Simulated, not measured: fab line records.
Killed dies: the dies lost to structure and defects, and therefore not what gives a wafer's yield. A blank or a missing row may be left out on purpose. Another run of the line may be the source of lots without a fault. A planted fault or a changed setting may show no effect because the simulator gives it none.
Problem report in the 8D (eight disciplines) form, filled by code / flow gf180mcu / the parts of the form that need people (team, actions taken, sign-off) are left out

## 1. PROBLEM STATEMENT
Mean of temp_c at GF_VT_IMPLANT_WET_ETCH_50: 24.45 C across 5 wafers in 2 lots; on wafers with no fault it is 25.00 C (standard deviation 0.12). Measured from the usual mean, that is -4.5 standard deviations.
The step: etches SiO2 in dHF, target depth 20 nm, time 400 s.
First observed at day 11 12:27: wafer L959.1, on wet_bench-03. The record holds 41 wafers of 14 lots with a number at this step. By rule, "out" or "out of limits" means more than 4 standard deviations away from the usual mean. The rest of the wafers with a number are treated as sound.

## 2. WHAT IT IS; WHAT IT IS NOT
question=which readings at this step | is=temp_c | is not=-
question=which lots | is=L959, L963 | is not=L946, L947, L949, L950, L951, L952, L955, L956, L957, L960, L961, L962
question=which wafers of those lots | is=all that have a number | is not=-
question=read on which tools | is=wet_bench-03 | is not=wet_bench-02, wet_bench-04
question=when | is=from day 11 12:27 | is not=up to then (27 sound wafers); but 9 sound wafers of L960, L961, L962 came after

## 3. WHAT RULES OUT EACH SUSPECT
Counting: a tool at a process step up to the reading stays a suspect if it ran every lot that is out and no sound lot after the first of them.
- wet_bench-03 at GF_VT_IMPLANT_WET_ETCH_50 (etches SiO2 in dHF, target depth 20 nm, time 400 s): kept. All lots that are out passed through it, beginning with L959 at day 11 12:27, and no sound lot followed; its final sound lot before that point was L957 at day 10 23:19. Its own temp_c readings are out on those wafers.
Left after counting: wet_bench-03 at GF_VT_IMPLANT_WET_ETCH_50.

## 4. THE CAUSE (what the simulator had put in)
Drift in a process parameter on wet_bench-03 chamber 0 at GF_VT_IMPLANT_WET_ETCH_50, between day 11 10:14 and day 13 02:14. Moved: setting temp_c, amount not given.
After counting, this tool was the only one left.

## 5. THE EFFECT CHAIN, in route order
Each row: a reading where the mean over the struck wafers with a number is more than 3 standard deviations away from the usual. Only readings for which the record gives a usual standard deviation are gone through. hours: the time from each lot's start at the first step in this table that gives one to its start at this step, as a median over the lots. sigmas: the change in usual standard deviations.
hours=0; step=GF_VT_IMPLANT_WET_ETCH_50; reading=temp_c; usual=25.00 C; on struck wafers=24.45; change=-0.55; sigmas=-4.5
The process steps in it:
- GF_VT_IMPLANT_WET_ETCH_50: etches SiO2 in dHF, target depth 20 nm, time 400 s.

## 6. WHAT WOULD HAVE CAUGHT IT SOONER
First out-of-limits reading in this record: day 11 12:27, which is 2 hours after fault onset at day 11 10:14.
